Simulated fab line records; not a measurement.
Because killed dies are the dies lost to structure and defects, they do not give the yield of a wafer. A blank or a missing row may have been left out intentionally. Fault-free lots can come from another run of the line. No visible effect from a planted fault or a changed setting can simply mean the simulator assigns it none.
Struck lot and sound lot, side by side / flow sky130 / 17 out of 708 route steps
Sound: wafers L949.1, L949.3, L949.6. Wafers L961.3, L961.4, L961.5 were the ones struck. The cause is named last.
At each step with rows: each side's tool, then ch and its chambers, then its first start. Under that, the readings that differ: sound wafers / struck wafers / difference of the means / sigmas: that difference in standard deviations of wafers without a fault.
alike: words and numbers the same on both sides, and readings whose means are apart by under 2 such deviations; not compared: readings that were withheld, readings missing a value for some wafer, numbers with overlapping values and no deviation given by the record, and bounds like >300 which may hide the same value.
A row with sigmas, a row that says differs or no value, or rows on one side alone: a step with any of these is where the two part. Numbers that don't overlap but have no deviation are shown without sigmas and don't part them. A reading that every wafer of one side lacks parts them only if that side has two wafers or more.

SKY_CONTACT_BOW_MEAS_05:
  struck on film_metro-02, day 35 08:52; sound on film_metro-02, day 31 19:05
  alike: CONTACT_BOW
then, 8 steps without rows for these wafers: SKY_CONTACT_DEHYDRATE_06 (time 60 s); SKY_CONTACT_HMDS_07 (prime time 60 s); SKY_CONTACT_COAT_08 (resist thk 60 nm); SKY_CONTACT_COAT_09 (resist thk 450 nm); SKY_CONTACT_SOFTBAKE_10 (time 90 s); SKY_CONTACT_EXPOSE_11 (exposes mask CTM1, target cd 170 nm); SKY_CONTACT_PEB_12; SKY_CONTACT_DEVELOP_13 (develop time 60 s).
SKY_CONTACT_CD_MEAS_14: target cd 170 nm.
  struck on cd_sem-02, day 36 10:12; sound on cd_sem-02, day 32 22:26
reading=cd_nm (nm); sound=166.9 167.3 167.6; struck=170.2 171.0 170.9; difference=+3.4; sigmas=+2
SKY_CONTACT_OVL_MEAS_15:
  struck on overlay-02, day 36 10:17; sound on overlay-01, day 32 22:33
  alike: CONTACT_OVL
SKY_CONTACT_ETCH_16: etches BARC in N2/H2, stops on SiO2, time 45.9 s, target depth 60 nm.
  sound on rie_diel-02 ch 2,3, day 32 22:35; struck on rie_diel-03 ch 0,1,3, day 36 10:19
reading=bias_w (W); sound=100.7 100.3 100.7; struck=99.5 99.7 100.1; difference=-0.8; sigmas=-3
  alike: chamber_pressure_mTorr, drypump_motor_current_A, oes_product_au, throttle_valve_pct
  not compared: rf_hours_counter_h
SKY_CONTACT_ETCH_17: etches SiO2 in C4F8/O2/Ar, stops on Si3N4, target depth 340 nm.
  sound on rie_diel-02 ch 2,3, day 32 22:38; struck on rie_diel-03 ch 0,1,3, day 36 10:22
  no value came back on the struck wafers for bias_w (W), chamber_pressure_mTorr (mTorr), oes_product_au (a.u.); on the sound wafers bias_w (W) reads 1200 1199 1197
reading=model.KrF-thick_of_CONTACT_COAT_09.thk_nm (nm); sound=329.2 328.4 328.7; struck=392.3 394.1 393.3; difference=+64.5; sigmas=
SKY_CONTACT_ETCH_18: etches Si3N4 in CHF3/O2, stops on TiN, time 39 s, target depth 75 nm.
  sound: rie_diel-02 ch 2,3; struck: rie_diel-03 ch 0,1,3
reading=oes_product_au (a.u.); sound=0.857 0.854 0.867; struck=0.371 0.376 0.370; difference=-0.487; sigmas=-62
reading=throttle_valve_pct (%); sound=8.792 8.784 8.804; struck=8.666 8.673 8.694; difference=-0.116; sigmas=-12
reading=model.KrF-thick_of_CONTACT_COAT_09.thk_nm (nm); sound=244.1 244 244.5; struck=307.4 310.9 306.9; difference=+64.2; sigmas=
  alike: O2_flow_sccm, bias_w, drypump_motor_current_A
  not compared: rf_hours_counter_h
SKY_CONTACT_STRIP_19: strips in O2/N2.
  sound on plasma_asher-04 ch 0,1, day 32 22:43; struck on plasma_asher-01 ch 0,1, day 36 10:29
reading=oes_product_au (a.u.); sound=0.374 0.383 0.381; struck=0.408 0.415 0.407; difference=+0.031; sigmas=+7
reading=strip_time_to_endpoint_s (s); sound=3.624 3.620 3.616; struck=4.289 4.347 4.285; difference=+0.687; sigmas=+25
  alike: drypump_motor_current_A
  not compared: rf_hours_counter_h
then, 1 step without rows for these wafers: SKY_CONTACT_STRIP_20 (strips in post etch residue remover, time 1200 s).
-- the record jumps here: 13 days lie between the struck wafers' starts before and after (it left off in module CONTACT and takes up again in module PAD_OPEN, whose first step shown is number 708 of the route) --
SKY_PAD_OPEN_PROBE_99:
  struck on prober-01, day 49 11:05; sound on prober-02, day 46 18:43
reading=killed_at_contacts; sound=26 25 26; struck=428 429 431; difference=+404; sigmas=+79
reading=killed_dies; sound=89 85 100; struck=492 492 492; difference=+401; sigmas=+46
reading=killed_on_rim; sound=16 16 21; struck=96 96 96; difference=+78; sigmas=+21
  alike: killed_at_M0_to_M3, killed_at_M4_up, killed_at_front_end, killed_at_other, killed_open, killed_short

WHERE THEY PART
At SKY_CONTACT_CD_MEAS_14 first; at SKY_PAD_OPEN_PROBE_99 last (within this record only).

WHY: what had been put in by the simulator
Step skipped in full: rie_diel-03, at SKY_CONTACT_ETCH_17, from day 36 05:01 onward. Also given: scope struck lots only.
